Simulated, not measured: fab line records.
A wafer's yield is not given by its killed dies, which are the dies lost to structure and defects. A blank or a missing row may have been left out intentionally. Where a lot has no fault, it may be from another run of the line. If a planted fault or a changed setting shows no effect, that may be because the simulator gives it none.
A struck lot beside a sound one ; flow sky130 ; 45 out of 708 route steps
Sound: the wafers L241.2, L241.4, L241.6. Struck: wafer L246.6 (left out: L246.4, a lot-mate that was not struck); the cause follows at the end.
At each step with rows: each side's tool, then ch and its chambers, then its first start. Under that, the readings that differ: sound wafers ; struck wafers ; difference of the means ; sigmas: that difference in standard deviations of wafers without a fault.
alike: words and numbers the same on both sides, and readings whose means are apart by under 2 such deviations; not compared: readings that were withheld, readings missing a value for some wafer, numbers with overlapping values and no deviation given by the record, and bounds like >300 which may hide the same value.
The two part at a step that has a row with sigmas, a row that says differs or no value, or rows on one side only. When numbers do not overlap yet have no deviation, they are printed without sigmas and do not part them. A reading that every wafer of one side lacks parts them only if that side has two wafers or more.

first, 2 steps without rows for these wafers: SKY_DNWELL_DEVELOP_06 (develop time 60 s); SKY_DNWELL_IMPLANT_07.
SKY_DNWELL_STRIP_08: strips in O2/N2.
  sound on plasma-asher-04 ch 0,1, day 3 20:53; struck on plasma-asher-04 ch 1, day 4 18:59
  alike: chamber-pressure-mTorr, drypump-motor-current-A, oes-product-au, strip-time-to-endpoint-s
  not compared: rf-hours-counter-h
SKY_DNWELL_TW_MEAS_09:
  struck on film-metro-02, day 4 19:04; sound on film-metro-02, day 3 20:59
  alike: DNWELL_TW
then, 7 steps without rows for these wafers: SKY_PWDE_DEHYDRATE_00 (time 60 s); SKY_PWDE_HMDS_01 (prime time 60 s); SKY_PWDE_COAT_02 (resist thk 3000 nm); SKY_PWDE_SOFTBAKE_03; SKY_PWDE_EXPOSE_04 (exposes mask PWDEM, target cd 840 nm); SKY_PWDE_PEB_05; SKY_PWDE_DEVELOP_06 (develop time 60 s).
SKY_PWDE_OVL_MEAS_07:
  struck on overlay-02, day 5 13:41; sound on overlay-02, day 4 14:28
  alike: PWDE_OVL
SKY_PWDE_IMPLANT_08:
  sound on implanter-04 ch 0, day 4 14:32; struck on implanter-04 ch 0, day 5 13:47
SKY_PWDE_STRIP_09: strips in O2/N2.
  sound on plasma-asher-01 ch 1, day 4 14:39; struck on plasma-asher-02 ch 0, day 5 13:53
  alike: chamber-pressure-mTorr, drypump-motor-current-A, oes-product-au, strip-time-to-endpoint-s
  not compared: rf-hours-counter-h
SKY_PWDE_TW_MEAS_10:
  struck on film-metro-02, day 5 13:59; sound on film-metro-02, day 4 14:46
reading;sound;struck;difference;sigmas
PWDE_TW;377.2 379.0 378.8;369.8;-8.5;-4
then, 7 steps without rows for these wafers: SKY_NWELL_DEHYDRATE_03 (time 60 s); SKY_NWELL_HMDS_04 (prime time 60 s); SKY_NWELL_COAT_05 (resist thk 3000 nm); SKY_NWELL_SOFTBAKE_06; SKY_NWELL_EXPOSE_07 (exposes mask NWM, target cd 840 nm); SKY_NWELL_PEB_08; SKY_NWELL_DEVELOP_09 (develop time 60 s).
SKY_NWELL_OVL_MEAS_10:
  struck on overlay-02, day 6 08:22; sound on overlay-01, day 5 08:59
  alike: NWELL_00_OVL
then, 3 steps without rows for these wafers: SKY_NWELL_IMPLANT_11; SKY_NWELL_IMPLANT_12; SKY_NWELL_IMPLANT_13.
SKY_NWELL_STRIP_14: strips in O2/N2.
  sound on plasma-asher-03 ch 1, day 5 09:28; struck on plasma-asher-01 ch 1, day 6 08:58
  alike: chamber-pressure-mTorr, drypump-motor-current-A, oes-product-au, strip-time-to-endpoint-s
  not compared: rf-hours-counter-h
SKY_NWELL_TW_MEAS_15:
  struck on film-metro-02, day 6 09:04; sound on film-metro-02, day 5 09:34
  alike: NWELL_TW
then, 7 steps without rows for these wafers: SKY_NWELL_DEHYDRATE_16 (time 60 s); SKY_NWELL_HMDS_17 (prime time 60 s); SKY_NWELL_COAT_18 (resist thk 3000 nm); SKY_NWELL_SOFTBAKE_19; SKY_NWELL_EXPOSE_20 (exposes mask NWM COMPLEMENT, target cd 840 nm); SKY_NWELL_PEB_21; SKY_NWELL_DEVELOP_22 (develop time 60 s).
SKY_NWELL_OVL_MEAS_23:
  struck on overlay-02, day 7 04:23; sound on overlay-02, day 6 04:14
  alike: NWELL_01_OVL
after that, 1 step had no rows for these wafers: SKY_NWELL_IMPLANT_24.
SKY_NWELL_STRIP_25: strips in O2/N2.
  sound on plasma-asher-01 ch 0,1, day 6 04:25; struck on plasma-asher-02 ch 1, day 7 04:36
  alike: chamber-pressure-mTorr, drypump-motor-current-A, oes-product-au, strip-time-to-endpoint-s
  not compared: rf-hours-counter-h
SKY_NWELL_TW_MEAS_26:
  struck on film-metro-03, day 7 04:41; sound on film-metro-02, day 6 04:31
  alike: NWELL_2_TW
then, 1 step without rows for these wafers: SKY_NWELL_CLEAN_27 (cleans in SC1/SC2, time 150 s).
SKY_NWELL_RTA_28: time 30 s.
  sound on rtp-anneal-02 ch 0, day 6 04:38; struck on rtp-anneal-02 ch 0, day 7 04:49
  alike: lamp-power-pct, wafer_temp_C_max
SKY_NWELL_RS_MEAS_29: uses a four-point probe to measure.
  struck on film-metro-01, day 7 04:56; sound on film-metro-01, day 6 04:44
  alike: NWELL_RS
SKY_NWELL_RS_MEAS_31: uses a four-point probe to measure.
  struck on film-metro-01, day 7 05:28; sound on film-metro-01, day 6 04:59
reading;sound;struck;difference;sigmas
PWDE_RS (ohm/sq);5269 5245 5261;5596;+338;+21
  not compared: hold
SKY_VT_ADJUST_HVTP_DEHYDRATE_00: time 60 s.
  sound on litho-track-02 ch 0, day 6 14:02; struck on litho-track-04 ch 0, day 7 15:22
reading;sound;struck;difference;sigmas
hold;- - -;await-dispo/1.1h/release;no value on the sound wafers;
-- the record jumps here: 41 days lie between the struck wafers' starts before and after (it left off in module VT_ADJUST_HVTP and takes up again in module PAD_OPEN, whose first step shown is number 708 of the route) --
SKY_PAD_OPEN_PROBE_99:
  struck on prober-02, day 48 08:40; sound on prober-02, day 47 19:51
reading;sound;struck;difference;sigmas
killed-at-other;0 0 0;1;+1;+2
model.etest.res_p_drift_20v.line-ohm-um;1.133e+04 1.16e+04 1.167e+04;1.266e+04;+1.127e+03;
model.etest.res_p_drift_20v.rs-ohm-sq;9569 9790 9778;1.072e+04;+1.008e+03;
model.etest.res-pwde-under-gate.rs-ohm-sq;6136 6112 6126;7171;+1046;
  alike: killed_at_M0_to_M3, killed_at_M4_up, killed-at-contacts, killed-at-front-end, killed-dies, killed-open, killed-short

== WHERE THEY PART ==
At SKY_PWDE_TW_MEAS_10 first; at SKY_PAD_OPEN_PROBE_99 last (within this record only).

WHY: the cause the simulator had injected
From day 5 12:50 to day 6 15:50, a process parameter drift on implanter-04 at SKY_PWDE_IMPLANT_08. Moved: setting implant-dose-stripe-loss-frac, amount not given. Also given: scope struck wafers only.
